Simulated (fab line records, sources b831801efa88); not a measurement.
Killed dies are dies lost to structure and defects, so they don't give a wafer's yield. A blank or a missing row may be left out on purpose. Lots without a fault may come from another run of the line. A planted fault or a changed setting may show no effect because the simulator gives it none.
A struck lot beside a sound one | flow sky130 | 17 steps out of a route of 708
Sound: wafers L178.3, L178.4, L178.5. Struck: wafers L180.1, L180.3, L180.6. The cause comes at the end.
At each step with rows: each side's tool, then ch and its chambers, then its first start. Under that, the readings that differ: sound wafers | struck wafers | difference of the means | sigmas: that difference in standard deviations of wafers without a fault.
alike: readings whose means differ by less than 2 such deviations, and words and numbers that are the same on both sides. not compared: withheld readings, readings that some wafer has no value for, bounds like >300 that may hide the same value, and numbers for which the record gives no deviation and whose values overlap.
The two part at a step that has a row with sigmas, a row that says differs or no value, or rows on one side only. Numbers that don't overlap but have no deviation are shown without sigmas and don't part them. A reading that every wafer of one side lacks parts them only if that side has two wafers or more.

first, 6 steps without rows for these wafers: SKY_RES_XHIGH_COAT_02 (resist thk 1140 nm); SKY_RES_XHIGH_SOFTBAKE_03 (time 60 s); SKY_RES_XHIGH_EXPOSE_04 (exposes mask URPM, target cd 1270 nm); SKY_RES_XHIGH_PEB_05; SKY_RES_XHIGH_DEVELOP_06 (develop time 60 s); SKY_RES_XHIGH_IMPLANT_07.
SKY_RES_XHIGH_STRIP_08: strips in O2/N2.
  sound on plasma_asher-04 ch 0,1, day 27 21:58; struck on plasma_asher-02 ch 0,1, day 28 04:28
  alike: chamber_pressure_mTorr, drypump_motor_current_A, oes_product_au, strip_time_to_endpoint_s
  not compared: rf_hours_counter_h
SKY_RES_XHIGH_TW_MEAS_09:
  sound on film_metro-02, day 27 22:04; struck on film_metro-02, day 28 04:34
  alike: RES_XHIGH_TW
then, 4 steps without rows for these wafers: SKY_SD_N_DEHYDRATE_00 (time 60 s); SKY_SD_N_HMDS_01 (prime time 60 s); SKY_SD_N_COAT_02 (resist thk 1140 nm); SKY_SD_N_SOFTBAKE_03 (time 60 s).
SKY_SD_N_EXPOSE_04: exposes mask NSDM, target cd 380 nm.
  sound on iline_stepper-01 ch 0, day 28 12:33; struck on iline_stepper-02 ch 0, day 28 18:29
  reading | sound                | struck                        | difference | sigmas
  mask    | NSDM#0 NSDM#0 NSDM#0 | NSDM_R1#0 NSDM_R1#0 NSDM_R1#0 | differs    |
  alike: reticle_temp_C
then, 2 steps without rows for these wafers: SKY_SD_N_PEB_05; SKY_SD_N_DEVELOP_06 (develop time 60 s).
SKY_SD_N_CD_MEAS_07: target cd 380 nm.
  sound on cd_sem-01, day 29 01:54; struck on cd_sem-02, day 29 09:04
  reading    | sound             | struck            | difference | sigmas
  cd_nm (nm) | 378.3 378.0 378.1 | 332.6 334.4 332.3 | -45.0      | -18
SKY_SD_N_OVL_MEAS_08:
  sound on overlay-01, day 29 01:59; struck on overlay-01, day 29 09:11
  alike: SD_N_OVL

WHERE THEY PART
First at SKY_SD_N_EXPOSE_04; last, within this record, at SKY_SD_N_CD_MEAS_07. Later steps at which nothing parts them and some readings are alike: SKY_SD_N_OVL_MEAS_08.

WHY: what the simulator had put in
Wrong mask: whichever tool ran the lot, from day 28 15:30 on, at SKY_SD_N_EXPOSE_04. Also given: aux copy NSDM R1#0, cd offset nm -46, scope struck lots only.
